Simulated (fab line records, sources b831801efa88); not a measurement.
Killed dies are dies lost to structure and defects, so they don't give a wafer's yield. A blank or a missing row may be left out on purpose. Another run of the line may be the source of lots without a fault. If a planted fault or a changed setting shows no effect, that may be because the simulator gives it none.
Which tool was responsible?    flow sfq line    7 lots, 21 wafers sampled, at 2 steps of a route of 325

WHAT EACH GAUGE READ, for each wafer
SFQ_M7_RS_MEAS_943: uses a four-point probe to measure.
lot   measured      on             M7_NB_RS (ohm/sq)
L413  day 70 06:52  film metro-04  0.875 0.889 0.884
L415  day 71 03:25  film metro-02  0.886 0.882 0.880
L419  day 71 14:12  film metro-01  0.888 0.892 0.888
L422  day 73 08:03  film metro-01  0.887 0.879 0.888
L430  day 76 08:39  film metro-02  0.865 0.869 0.874
L433  day 77 19:31  film metro-02  0.891 0.891 0.893
L435  day 78 02:43  film metro-01  0.889 0.892 0.899

WHICH TOOL RAN EACH LOT (tool, then ch and the chambers of the sampled wafers, then the start)
lot   SFQ_TRILAYER_M7_DEP_SPUTTER_175
L413  pvd sputter-04, day 70 06:47
L415  pvd sputter-04, day 71 03:19
L419  pvd sputter-05, day 71 14:07
L422  pvd sputter-05, day 73 07:56
L430  pvd sputter-04, day 76 08:31
L433  pvd sputter-05, day 77 19:24
L435  pvd sputter-05, day 78 02:37
- SFQ_TRILAYER_M7_DEP_SPUTTER_175: material Nb, target thk 200 nm, time 133.3 s.

THE ANSWER, worked out from the rows above alone
Rule: the lots themselves supply what counts as usual. The widest of any qualifying gaps counts: lots, ordered by their means at a reading, are off when they make up no more than a third of the lots, leave a main group of 4 or more, and stand apart from it by 3 or more times the standard deviation of that group's means. The tables above print the reading to a certain number of digits; a main group whose means all agree to those digits is not used. Also off: a lot with no number at a reading for which 4 or more lots have one. All remaining lots with rows at the step are treated as sound.
Off: L430, at SFQ_M7_RS_MEAS_943 (M7_NB_RS). Mean 0.887 ohm/sq and standard deviation 0.0043 in the main group.
A tool fits if, at a process step before that reading, it ran every lot that is off, and no sound lot after the first of them. Gauges at SFQ_M7_RS_MEAS_943: tried the same way as those tools. One fits: pvd sputter-04 at SFQ_TRILAYER_M7_DEP_SPUTTER_175. A fault onset in the window from L415 (day 71 03:19, its last sound lot) to L430 (day 76 08:31, its first lot off) fits.

WHAT HAD BEEN PUT IN BY THE SIMULATOR
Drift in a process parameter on pvd sputter-04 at SFQ_TRILAYER_M7_DEP_SPUTTER_175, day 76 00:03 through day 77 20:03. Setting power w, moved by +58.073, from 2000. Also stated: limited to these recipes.
Shown lots that were struck: L430. The same result came from the rule above.
